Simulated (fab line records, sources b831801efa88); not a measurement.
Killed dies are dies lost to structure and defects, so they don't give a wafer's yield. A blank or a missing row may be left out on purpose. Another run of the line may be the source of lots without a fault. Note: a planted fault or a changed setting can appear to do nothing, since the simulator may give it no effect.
One fault seen from 2 desks + flow sky130 + each desk holds nothing but its own numbers, with what lay behind them at the end

## THE TOOL OWNER'S DESK: litho-track-02
At SKY_RES_PROTECT_SOFTBAKE_03 (time 60 s), the tool's own readings, given per lot that ran on this tool as the mean of the sampled wafers with a number. If a lot's mean is further than 4 standard deviations from the usual mean, the lot is out of limits and carries the mark OUT (the distance appears in the brackets).
Columns: A = heater-power-total-W at SKY_RES_PROTECT_SOFTBAKE_03, usual 56.59 W; B = run-length-s at SKY_RES_PROTECT_SOFTBAKE_03, usual 89.26 s
| lot  | first seen here | A                       | B                       |
|------|-----------------|-------------------------|-------------------------|
| L164 | day 17 08:39    | 56.54                   | 89.23                   |
| L170 | day 18 18:27    | 66.91 (+99 or more) OUT | 65.63 (-99 or more) OUT |
| L171 | day 18 21:48    | 66.94 (+99 or more) OUT | 65.35 (-99 or more) OUT |
This desk finds L170, L171 out of limits, L170 being first, at day 18 18:27 (heater-power-total-W at SKY_RES_PROTECT_SOFTBAKE_03). Within limits: L164.

## METROLOGY DESK
Lot by lot, what the gauges showed, no matter which tool ran the lot: averages of those sampled wafers that carry a number. If a lot's mean is further than 4 standard deviations from the usual mean, the lot is out of limits and carries the mark OUT (the distance appears in the brackets).
Columns: A = GATE_OXIDE_OVL at SKY_GATE_OXIDE_OVL_MEAS_10, usual -0.2 nm; B = GATE_OXIDE_TW at SKY_GATE_OXIDE_TW_MEAS_14, usual 223.1; C = POLY_GATE_CVD_00_THK at SKY_POLY_GATE_THK_MEAS_01, usual 179.2 nm; D = POLY_GATE_TW at SKY_RES_PROTECT_TW_MEAS_08, usual 4034
| lot  | first seen here | A    | B     | C     | D    |
|------|-----------------|------|-------|-------|------|
| L161 | day 14 08:11    | 1.3  | 223.6 | 179.5 | 4052 |
| L164 | day 16 14:16    | -1.5 | 223.3 | 179.7 | 4077 |
| L170 | day 18 00:16    | 1.1  | 222.4 | 179.9 | 4048 |
| L171 | day 18 02:07    | 0.5  | 223.3 | 176.8 | 4034 |
| L177 | day 20 16:55    | 0.6  | 223.7 | 179.0 | 4034 |
| L179 | day 21 23:12    | -0.4 | 223.2 | 177.5 | 4037 |
Finding of this desk: none of the 6 lots has anything out of limits.

## BROUGHT TOGETHER
An alarm could have come from the tool owner's desk at day 18 18:27, on L170, L171.
Metrology desk: nothing out of limits seen.
The metrology desk has L170, L171 on record, within its limits.
SKY_RES_PROTECT_SOFTBAKE_03 was run on litho-track-02 by each of the lots named.

## WHAT THE SIMULATOR PUT IN
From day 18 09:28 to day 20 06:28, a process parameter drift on litho-track-02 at SKY_RES_PROTECT_SOFTBAKE_03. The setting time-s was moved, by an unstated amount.
Shown lots that were struck: L170, L171.
How many hours passed from the start of the fault until each desk's first out-of-limits reading: the tool owner's desk, 9.
